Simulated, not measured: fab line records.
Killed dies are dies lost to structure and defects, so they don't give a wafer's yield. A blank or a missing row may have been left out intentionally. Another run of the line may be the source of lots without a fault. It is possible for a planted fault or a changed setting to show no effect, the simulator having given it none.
Tool commonality check	flow gf180mcu	Lots sampled 13, wafers sampled 48

WHY THIS WAS OPENED
3 of 13 lots carry a flag on the reading HV_LDD_3_TW at GF_HV_LDD_TW_MEAS_38. Fault-free wafers read 1433, with a standard deviation of 8.8.
Rule: flag the lot when none of its wafers has a number, or when each of its wafers that has one lies beyond 4 standard deviations from that mean. The other lots count as sound.

lot	measured	on	HV_LDD_3_TW, wafer by wafer	flag
L944	day 11 13:35	filmMetro-01	1440 1437 1435	
L945	day 11 21:23	filmMetro-03	1445 1433 1438	
L946	day 12 04:23	filmMetro-04	1428 1429 1429	
L947	day 12 12:42	filmMetro-03	1442 1451 1448	
L952	day 14 05:32	filmMetro-01	1439 1438 1433	
L953	day 14 16:11	filmMetro-01	1437 1436 1434	
L954	day 15 01:32	filmMetro-01	1426 1421 1426	
L955	day 15 07:26	filmMetro-04	1428 1421 1431	
L956	day 15 14:32	filmMetro-01	1684 1686 1686 1697 1690 1686	FLAGGED
L957	day 15 22:03	filmMetro-04	1695 1693 1695 1692 1689 1700	FLAGGED
L958	day 16 05:55	filmMetro-04	1424 1423 1425	
L959	day 16 12:17	filmMetro-01	1695 1700 1704 1695 1705 1692	FLAGGED
L967	day 19 04:38	filmMetro-04	1427 1433 1427	
On average the flagged lots' numbers are 1694, which is +261 against the usual, or +30 standard deviations.

TOOL THAT RAN EACH LOT
The record holds 1 process step before the reading, out of a route of 602 steps. Read each cell as the tool, then ch plus the chambers that the sampled wafers visited, then the start.
lot	flag	GF_HV_LDD_IMPLANT_36
L944		implanter-02 ch 0, day 11 13:20
L945		implanter-02 ch 0, day 11 21:08
L946		implanter-04 ch 0, day 12 04:08
L947		implanter-02 ch 0, day 12 12:29
L952		implanter-02 ch 0, day 14 05:18
L953		implanter-01 ch 0, day 14 15:56
L954		implanter-01 ch 0, day 15 01:19
L955		implanter-01 ch 0, day 15 07:11
L956	FLAGGED	implanter-01 ch 0, day 15 14:18
L957	FLAGGED	implanter-01 ch 0, day 15 21:50
L958		implanter-02 ch 0, day 16 05:38
L959	FLAGGED	implanter-01 ch 0, day 16 12:02
L967		implanter-02 ch 0, day 19 04:23
What is done by these steps:
- GF_HV_LDD_IMPLANT_36
- GF_HV_LDD_TW_MEAS_38

FLAGGED AGAINST TOTAL, ONE TOOL AT A TIME (gauges that did the reading follow at the end)
step	tool	lots run	flagged	share of the flagged lots	sound lots run after its first flagged lot
GF_HV_LDD_IMPLANT_36	implanter-01	6	3	all	0
GF_HV_LDD_IMPLANT_36	implanter-02	6	0	none	-
GF_HV_LDD_IMPLANT_36	implanter-04	1	0	none	-
GF_HV_LDD_TW_MEAS_38	filmMetro-01	6	2	some	0
GF_HV_LDD_TW_MEAS_38	filmMetro-03	2	0	none	-
GF_HV_LDD_TW_MEAS_38	filmMetro-04	5	1	some	2 (L958,L967)

WHAT THE TABLE ALLOWS
In the table, 1 row covers all flagged lots: implanter-01 at GF_HV_LDD_IMPLANT_36.
- implanter-01 at GF_HV_LDD_IMPLANT_36 ran 6 lots, 3 of them flagged. It ran its last sound lot, L955, at day 15 07:11 and its first flagged lot, L956, at day 15 14:18: a fault with its onset between the two fits. Its own readings lie more than 4 standard deviations out on every wafer of the flagged lots: doseIonsCm2, faradayCurrentUA.
Left over: one tool, implanter-01 at GF_HV_LDD_IMPLANT_36.

WHAT WAS PUT IN BY THE SIMULATOR
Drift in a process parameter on implanter-01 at GF_HV_LDD_IMPLANT_36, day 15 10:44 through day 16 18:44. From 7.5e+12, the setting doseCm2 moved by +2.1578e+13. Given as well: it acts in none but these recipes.
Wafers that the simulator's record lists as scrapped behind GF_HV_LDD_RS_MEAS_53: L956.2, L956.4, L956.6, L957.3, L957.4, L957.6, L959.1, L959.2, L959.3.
Shown lots that were struck: L956, L957, L959. The rule given above showed the same thing.
